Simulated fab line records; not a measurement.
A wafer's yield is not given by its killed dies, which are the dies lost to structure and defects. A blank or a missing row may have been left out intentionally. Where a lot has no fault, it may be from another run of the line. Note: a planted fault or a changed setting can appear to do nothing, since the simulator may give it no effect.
Code-filled problem report in 8D (eight disciplines) form || flow sky130 || the parts of the form that need people (team, actions taken, sign-off) are left out

## 1. WHAT IS WRONG
Mean of oesProductAu at SKY_METAL1_ETCH_18: 0.955 a.u. across 6 wafers in 2 lots; on wafers with no fault it is 0.854 a.u. (standard deviation 0.0048). That puts it +21 standard deviations away from the usual mean.
The step: etches BARC in N2/H2, stops on SiO2, time 45.9 s, target depth 60 nm.
The first sign was on wafer L813.2 at day 36 09:22, on rieMetal-02. The record has a number at this step for 18 wafers belonging to 6 lots. Rule for "out" (also "out of limits"): further than 4 standard deviations from the usual mean. Any other wafer with a number is counted as sound.

## 2. WHAT IT IS, WHAT IT ISN'T
{"question": "which readings at this step", "is": "oesProductAu, runLengthS", "is not": "drypumpMotorCurrentA"}
{"question": "which lots", "is": "L813, L814", "is not": "L802, L803, L822, L825"}
{"question": "which wafers of those lots", "is": "all that have a number", "is not": "-"}
{"question": "read on which tools", "is": "rieMetal-02", "is not": "rieMetal-01, rieMetal-03"}
{"question": "when", "is": "from day 36 09:22", "is not": "up to then (6 sound wafers); but 6 sound wafers of L822, L825 came after"}

## 3. SUSPECTS, AND WHAT RULES EACH OUT
Counting: a tool at any process step up to the reading remains a suspect when it ran all the lots that are out and ran no sound lot after the first of those.
- rieMetal-02 at SKY_METAL1_DESCUM_17 (chemistry O2, time 8 s): kept. It ran every lot that is out, first L813 (day 36 09:20), and no sound lot after that; its last sound lot up to then is L802 (day 32 19:26).
- rieMetal-02 at SKY_METAL1_ETCH_18 (etches BARC in N2/H2, stops on SiO2, time 45.9 s, target depth 60 nm): kept. It ran every lot that is out, first L813 (day 36 09:22), and no sound lot after that; its last sound lot up to then is L802 (day 32 19:28). Out on those wafers are its own readings of oesProductAu, runLengthS.
Left after counting: rieMetal-02 at SKY_METAL1_DESCUM_17, rieMetal-02 at SKY_METAL1_ETCH_18.

## 4. THE CAUSE (what the simulator had put in)
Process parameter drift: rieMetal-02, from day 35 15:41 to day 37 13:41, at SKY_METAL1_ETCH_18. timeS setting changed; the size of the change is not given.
2 suspects survive the count, and this tool is in that group.

## 5. THE EFFECT CHAIN, in route order
Each row: a reading whose mean over the struck wafers that have a number lies more than 3 standard deviations from the usual. Scope: only readings with a usual standard deviation given in the record; hours: median across lots of the time from each lot's start at the first step in this table that gives one to its start at this step; sigmas: change in usual standard deviations.
{"hours": 0, "step": "SKY_METAL1_ETCH_18", "reading": "oesProductAu", "usual": "0.854 a.u.", "on struck wafers": 0.955, "change": "+0.101", "sigmas": "+21"}
{"hours": 0, "step": "SKY_METAL1_ETCH_18", "reading": "runLengthS", "usual": "74.5 s", "on struck wafers": 68.7, "change": -5.8, "sigmas": -5.3}
The process steps in it:
- SKY_METAL1_ETCH_18: etches BARC in N2/H2, stops on SiO2, time 45.9 s, target depth 60 nm.

## 6. HOW IT WOULD HAVE BEEN CAUGHT EARLIER
The fault began at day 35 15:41; the first out-of-limits reading in this record came at day 36 09:22, 18 hours later.
